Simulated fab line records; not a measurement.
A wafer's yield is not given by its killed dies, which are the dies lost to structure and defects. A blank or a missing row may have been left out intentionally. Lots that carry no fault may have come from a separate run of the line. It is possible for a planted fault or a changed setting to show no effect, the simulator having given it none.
Chamber matching    flow sfq-line    cmp-01 running SFQ_TRILAYER_I1_CMP_CMP_046: 4 sister chambers
The step polishes SiO2. 8 wafers are shown with their chamber, then 7 later ones without.

== WAFERS, EACH WITH ITS CHAMBER ==
wafer   chamber  motor-current-A (A)  time-to-endpoint-s (s)
L532.6  3        10.2                 222
L540.3  3        10.6                 214
L545.4  2        9.4                  218
L547.2  2        9.7                  212
L547.4  1        8.9                  226
L547.6  0        8.5                  218
L548.4  0        8.6                  221
L548.5  1        8.8                  225

== WAFERS MISSING THEIR CHAMBER ==
wafer   motor-current-A (A)  time-to-endpoint-s (s)
L548.6  8.4                  228
L551.1  10.8                 216
L551.5  10.1                 221
L551.6  10.5                 218
L553.2  9.4                  213
L553.4  8.1                  220
L553.5  8.2                  219

== WHICH CHAMBER EACH ONE RAN IN ==
wafer    from the rows above       in truth
L548.6   can't be placed: 0 or 1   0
L551.1   3                         3
L551.5   can't be placed: 3 or 2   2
L551.6   3                         3
L553.2   2                         2
L553.4   can't be placed: 0 or 1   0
L553.5   0                         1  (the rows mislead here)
Correctly placed: 3 of 7. These rows do not allow placing 3 (true chamber among the candidates in 3). 1 placed wrongly.
How it was worked out, from the rows above alone: a wafer's distance from a chamber is the root of the sum, over the readings, of the square of ((its reading less the chamber's mean) divided by the reading's scatter). The wafer belongs to the nearest chamber; if the next one is less than 2 further off, it can't be placed. Each chamber's mean is taken over the wafers shown for it. The scatter: take each reading less its chamber's mean, square it, sum over the shown wafers, divide by the number of wafers less the number of chambers, and take the root.
